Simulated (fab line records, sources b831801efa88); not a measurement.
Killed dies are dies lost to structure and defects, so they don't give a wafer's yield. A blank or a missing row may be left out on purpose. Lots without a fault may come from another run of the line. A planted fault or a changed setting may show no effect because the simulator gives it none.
Problem report in the 8D (eight disciplines) form, filled by code | flow gf180mcu | the parts of the form that need people (team, actions taken, sign-off) are left out

1. THE PROBLEM
HV_LDD_03_OVL at GF_HV_LDD_OVL_MEAS_47 reads a mean of -105.8 nm on 6 wafers of 2 lots; wafers without a fault read 0.1 nm with a standard deviation of 1.5. That is -71 standard deviations from the usual mean.
First seen on wafer L916.2, day 18 05:20, on overlay-02. The record holds 42 wafers of 14 lots with a number at this step. Rule for "out", or "out of limits": more than 4 standard deviations from the usual mean. The other wafers with a number count as sound.

2. WHAT IT IS AND WHAT IT IS NOT
question                    | is                     | is not
which readings at this step | HV_LDD_03_OVL          | -
which lots                  | L916, L918             | L899, L900, L901, L903, L906, L907, L908, L909, L914, L920, L921, L922
which wafers of those lots  | all that have a number | -
read on which gauges        | overlay-01, overlay-02 | -
when                        | from day 18 05:20      | up to then (27 sound wafers); but 9 sound wafers of L920, L921, L922 came after

3. SUSPECTS, AND WHAT RULES EACH OUT
Counting: a tool at a process step up to the reading stays a suspect if it ran every lot that is out and no sound lot after the first of them.
- the gauge at GF_HV_LDD_OVL_MEAS_47: ruled out. The wafers that are out were read on 2 gauges (overlay-01, overlay-02).
- iline_stepper-01 at GF_HV_LDD_EXPOSE_43 (exposes mask Pplus HV AREA, target cd 400 nm): kept. It ran every lot that is out, first L916 (day 17 18:03), and no sound lot after that; its last sound lot up to then is L914 (day 16 21:23).
Left after counting: iline_stepper-01 at GF_HV_LDD_EXPOSE_43.

4. THE CAUSE (what the simulator had put in)
Scanner matching overlay: iline_stepper-01, from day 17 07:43 on, at GF_HV_LDD_EXPOSE_43. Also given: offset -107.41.
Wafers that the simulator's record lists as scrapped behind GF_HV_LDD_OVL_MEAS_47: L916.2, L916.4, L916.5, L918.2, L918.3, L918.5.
Counting left only this tool.

5. THE CHAIN OF EFFECTS, in route order
Each row: a reading whose mean over the struck wafers that have a number lies more than 3 standard deviations from the usual. Only readings for which the record gives a usual standard deviation are gone through. hours: the time from each lot's start at the first step in this table that gives one to its start at this step, as a median over the lots. sigmas: the change in usual standard deviations.
hours | step                  | reading       | usual  | on struck wafers | change | sigmas
0     | GF_HV_LDD_OVL_MEAS_47 | HV_LDD_03_OVL | 0.1 nm | -105.8           | -105.9 | -71

6. WHAT WOULD HAVE CAUGHT IT SOONER
In this record the first reading out of limits at a measuring or inspecting step was taken at day 18 05:20, 22 hours after the fault began at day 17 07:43.
Of the lots that are out (2), L918 began GF_HV_LDD_EXPOSE_43 on iline_stepper-01 after day 18 05:20. A hold on the tool at that time would have spared it.
